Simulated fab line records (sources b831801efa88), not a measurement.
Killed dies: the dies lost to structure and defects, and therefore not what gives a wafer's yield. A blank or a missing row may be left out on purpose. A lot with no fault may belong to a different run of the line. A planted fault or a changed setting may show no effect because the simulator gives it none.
Which tool was responsible? ; flow gf180mcu ; Sampling: 12 lots, 36 wafers, 6 of 602 route steps

WHAT THE GAUGES READ, wafer by wafer
GF_VT_IMPLANT_RS_MEAS_49: the measuring method here is four-point-probe.
lot;measured;on;MVPSD_RS (ohm/sq)
L796;day 7 11:10;film metro-02;1173 1171 1172
L797;day 7 17:28;film metro-02;1172 1170 1174
L799;day 8 14:14;film metro-01;1173 1174 1172
L801;day 9 01:41;film metro-02;1173 1171 1170
L803;day 9 18:54;film metro-03;1169 1172 1171
L806;day 10 06:57;film metro-03;1170 1167 1165
L807;day 10 16:50;film metro-02;1174 1175 1173
L808;day 11 01:23;film metro-02;1177 1169 1172
L816;day 13 08:08;film metro-01;1173 1174 1178
L817;day 13 11:45;film metro-03;1170 1167 1168
L818;day 13 16:54;film metro-02;1166 1169 1169
L819;day 14 00:04;film metro-02;1168 1170 1169

GF_HV_LDD_CD_MEAS_31: target cd 400 nm.
lot;measured;on;cd nm (nm)
L796;day 11 07:31;cd sem-01;404.2 400.3 402.3
L797;day 11 16:57;cd sem-02;405.4 405.0 405.7
L799;day 12 17:18;cd sem-02;401.3 400.5 402.8
L801;day 13 07:29;cd sem-01;399.5 399.5 399.0
L803;day 14 02:13;cd sem-02;401.5 402.6 401.6
L806;day 14 16:06;cd sem-02;401.4 399.7 402.3
L807;day 15 02:08;cd sem-01;398.6 397.9 400.7
L808;day 15 11:42;cd sem-02;397.6 396.4 398.1
L816;day 18 06:31;cd sem-01;400.1 401.0 399.7
L817;day 18 12:41;cd sem-01;397.8 398.8 398.1
L818;day 18 16:44;cd sem-01;398.9 398.0 399.7
L819;day 18 21:04;cd sem-01;401.2 403.1 400.1

GF_HV_LDD_THK_MEAS_57.
lot;measured;on;HV_LDD_CVD_56_THK (nm)
L796;day 12 07:05;film metro-02;91.6 91.7 91.6
L797;day 12 15:13;film metro-01;89.9 89.8 89.5
L799;day 13 17:22;film metro-02;90.3 90.4 90.2
L801;day 14 09:05;film metro-01;90.6 90.3 90.2
L803;day 15 04:25;film metro-03;88.8 90.0 89.4
L806;day 15 17:37;film metro-01;90.0 90.1 90.3
L807;day 16 03:42;film metro-02;58.0 58.1 58.9
L808;day 16 13:44;film metro-02;59.0 58.5 58.8
L816;day 19 10:07;film metro-02;89.7 88.6 89.3
L817;day 19 17:17;film metro-03;91.3 91.4 91.8
L818;day 19 21:44;film metro-03;91.8 92.2 91.8
L819;day 20 01:20;film metro-01;90.3 90.3 90.6

GF_NSD_TW_MEAS_12.
lot;measured;on;NSD_TW
L796;day 13 02:58;film metro-04;4317 4303 4283
L797;day 13 11:45;film metro-04;4315 4289 4318
L799;day 14 14:53;film metro-04;4326 4329 4342
L801;day 15 06:28;film metro-03;4224 4231 4236
L803;day 16 03:18;film metro-04;4300 4318 4326
L806;day 16 15:54;film metro-01;4203 4182 4181
L807;day 17 02:17;film metro-04;4294 4288 4264
L808;day 17 12:35;film metro-01;4257 4230 4208
L816;day 20 11:18;film metro-01;4180 4207 4197
L817;day 20 17:50;film metro-01;4173 4191 4171
L818;day 20 22:44;film metro-04;4304 4294 4315
L819;day 21 01:43;film metro-03;4258 4248 4240

TOOL THAT RAN EACH LOT (tool first, then ch and the chambers of the sampled wafers, then the start)
lot;GF_HV_LDD_CVD_56;GF_HV_LDD_ETCHBACK_58
L796;lpcvd-01 ch 1, day 12 05:38;rie diel-01 ch 0,1, day 12 07:08
L797;lpcvd-01 ch 1, day 12 13:47;rie diel-03 ch 0,1,2, day 12 15:16
L799;lpcvd-01 ch 0, day 13 15:56;rie diel-03 ch 0,2,3, day 13 17:25
L801;lpcvd-02 ch 0, day 14 07:38;rie diel-02 ch 0,2, day 14 09:08
L803;lpcvd-02 ch 0, day 15 02:59;rie diel-02 ch 0,1,3, day 15 04:28
L806;lpcvd-02 ch 1, day 15 16:11;rie diel-02 ch 0,2, day 15 17:40
L807;lpcvd-02 ch 1, day 16 02:16;rie diel-03 ch 0,1,3, day 16 03:46
L808;lpcvd-02 ch 1, day 16 12:18;rie diel-02 ch 1,2,3, day 16 13:47
L816;lpcvd-02 ch 1, day 19 08:42;rie diel-01 ch 1,2, day 19 10:11
L817;lpcvd-01 ch 1, day 19 15:52;rie diel-02 ch 0,1,2, day 19 17:21
L818;lpcvd-02 ch 1, day 19 20:19;rie diel-01 ch 0,2, day 19 21:48
L819;lpcvd-02 ch 0, day 19 23:54;rie diel-02 ch 1,2,3, day 20 01:23
- GF_HV_LDD_CVD_56: deposits Si3N4 from DCS/NH3, target thk 90 nm, time 1543 s.
- GF_HV_LDD_ETCHBACK_58: etches Si3N4 in CH3F/O2, stops on SiO2, time 100 s, target depth 90 nm.

AS READ BY THE TOOLS THEMSELVES (means over the sampled wafers that have a number; for cases with no such wafer, the mark the record gives instead)
GF_HV_LDD_CVD_56.
lot;tool;spike tc bottom C (C);spike tc centre C (C);spike tc lower C (C);spike tc top C (C);spike tc upper C (C);susceptor temp C (C)
L796;lpcvd-01;791.9;769.3;772.1;786.7;768.7;770.0
L797;lpcvd-01;792.6;770.2;770.6;786.4;769.5;770.0
L799;lpcvd-01;789.3;771.8;768.7;780.6;770.7;769.9
L801;lpcvd-02;786.1;771.6;769.8;786.1;771.1;770.5
L803;lpcvd-02;786.7;771.3;770.5;785.5;770.1;769.8
L806;lpcvd-02;788.7;770.9;769.8;780.5;771.3;770.0
L807;lpcvd-02;766.0;748.4;747.8;758.7;748.8;748.0
L808;lpcvd-02;767.1;748.9;748.3;759.0;748.5;748.3
L816;lpcvd-02;788.7;771.5;771.0;780.5;771.0;770.5
L817;lpcvd-01;791.6;770.5;771.8;786.3;767.5;770.3
L818;lpcvd-02;789.1;770.0;770.8;780.3;770.3;770.0
L819;lpcvd-02;785.9;770.4;769.4;786.7;770.6;770.4

GF_HV_LDD_ETCHBACK_58.
lot;tool;drypump motor current A (A);oes product au (a.u.);throttle valve pct (%)
L796;rie diel-01;5.9;0.856;10.566
L797;rie diel-03;5.4;0.849;10.560
L799;rie diel-03;5.1;0.843;10.569
L801;rie diel-02;6.1;0.844;10.580
L803;rie diel-02;5.9;0.840;10.555
L806;rie diel-02;6.1;0.839;10.565
L807;rie diel-03;5.5;0.682;10.541
L808;rie diel-02;5.8;0.679;10.543
L816;rie diel-01;5.5;0.840;10.566
L817;rie diel-02;6.0;0.850;10.566
L818;rie diel-01;6.1;0.854;10.561
L819;rie diel-02;5.8;0.846;10.559

THE ANSWER, worked out from the rows above alone
Rule: usual is defined by the lots themselves. Put in order of their means at a reading, lots are off if they are a third of the lots or fewer, leave a main group of 4 or more, and stand apart from it by a gap of 3 or more times the standard deviation of the main group's means; of several such gaps the widest counts. Not used: any main group whose means are identical at the precision the tables above print for the reading. Also off: a lot with no number at a reading for which 4 or more lots have one. The other lots that the step has rows for count as sound. The gauges are gone through in route order, then the tools' own readings, and for those a lot's mean is taken as printed above. The first step at which some lot is off is used, and at that step the reading that is off furthest; a lot without a number counts as furthest.
Off: L807, L808, seen at GF_HV_LDD_THK_MEAS_57 (HV_LDD_CVD_56_THK). For the main group the mean is 90.5 nm and the standard deviation 0.9.
If a tool, at a process step before that reading, ran all the lots that are off and no sound lot after the first of them, it fits. The gauges at GF_HV_LDD_THK_MEAS_57 aren't tried: what is off there is off at GF_HV_LDD_CVD_56 too, on other tools, and a gauge's error can't cause that. None of those tried fits.

WHAT HAD BEEN PUT IN BY THE SIMULATOR
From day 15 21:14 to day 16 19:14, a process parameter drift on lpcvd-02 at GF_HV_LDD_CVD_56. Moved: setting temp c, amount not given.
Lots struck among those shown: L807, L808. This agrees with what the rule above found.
